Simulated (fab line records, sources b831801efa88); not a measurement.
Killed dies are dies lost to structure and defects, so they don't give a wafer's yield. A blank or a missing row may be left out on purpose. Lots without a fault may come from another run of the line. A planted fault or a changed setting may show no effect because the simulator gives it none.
Which tool did it? | flow sfq_line | 14 lots, 42 wafers sampled, at 1 step of a route of 325

WHAT THE GAUGES READ, wafer by wafer
The record holds no reading of a measuring or inspecting step that can be judged against a usual standard deviation.

WHICH TOOL RAN EACH LOT (tool, then ch and the chambers of the sampled wafers, then the start)
lot  | SFQ_TRILAYER_I1_VIA_LITHO_PEB_052
L791 | litho_track-03 ch 0, day 18 16:08
L795 | litho_track-04 ch 0, day 20 05:26
L797 | litho_track-02 ch 0, day 21 09:44
L798 | litho_track-02 ch 0, day 22 01:11
L800 | litho_track-03 ch 0, day 23 08:19
L801 | litho_track-04 ch 0, day 23 17:58
L803 | litho_track-02 ch 0, day 24 09:32
L806 | litho_track-02 ch 0, day 25 12:22
L807 | litho_track-04, day 25 19:35
L808 | litho_track-02, day 26 00:23
L811 | litho_track-04 ch 0, day 27 05:13
L812 | litho_track-03 ch 0, day 27 16:07
L813 | litho_track-02 ch 0, day 33 21:18
L814 | litho_track-04 ch 0, day 34 05:49
- SFQ_TRILAYER_I1_VIA_LITHO_PEB_052: peb time 60 s.

WHAT THE TOOLS THEMSELVES READ (means of the sampled wafers that have a number; where no wafer has one, the mark that the record gives instead)
SFQ_TRILAYER_I1_VIA_LITHO_PEB_052.
lot  | tool           | chill_plate_temp_C (C) | exhaust_pa (Pa)
L791 | litho_track-03 | 22.98                  | 46.5
L795 | litho_track-04 | 22.86                  | 45.6
L797 | litho_track-02 | 23.05                  | 44.8
L798 | litho_track-02 | 22.95                  | 44.2
L800 | litho_track-03 | 23.02                  | 44.4
L801 | litho_track-04 | 22.94                  | 45.2
L803 | litho_track-02 | 22.97                  | 45.2
L806 | litho_track-02 | 22.93                  | 44.7
L807 | litho_track-04 | -                      | -
L808 | litho_track-02 | -                      | -
L811 | litho_track-04 | 22.76                  | 44.7
L812 | litho_track-03 | 22.90                  | 45.9
L813 | litho_track-02 | 23.08                  | 43.9
L814 | litho_track-04 | 22.98                  | 46.0

THE ANSWER, worked out from the rows above alone
Rule: what is usual is taken from the lots themselves. Put in order of their means at a reading, lots are off if they are a third of the lots or fewer, leave a main group of 4 or more, and stand apart from it by a gap of 3 or more times the standard deviation of the main group's means; of several such gaps the widest counts. A main group whose means are all the same, to the digits that the tables above print for the reading, isn't used. A lot without any number at a reading at which 4 lots or more have one is off too. The other lots that the step has rows for count as sound. The gauges are gone through in route order, then the tools' own readings, and for those a lot's mean is taken as printed above. The first step at which some lot is off is used, and at that step the reading that is off furthest; a lot without a number counts as furthest.
Off: L807, L808, at SFQ_TRILAYER_I1_VIA_LITHO_PEB_052 (chill_plate_temp_C). Without a number there: L807, L808. The main group: mean 22.95 C, standard deviation 0.082.
A tool fits if, at that step or a process step before it, it ran every lot that is off, and no sound lot after the first of them. None of those tried fits.

WHAT THE SIMULATOR HAD PUT IN
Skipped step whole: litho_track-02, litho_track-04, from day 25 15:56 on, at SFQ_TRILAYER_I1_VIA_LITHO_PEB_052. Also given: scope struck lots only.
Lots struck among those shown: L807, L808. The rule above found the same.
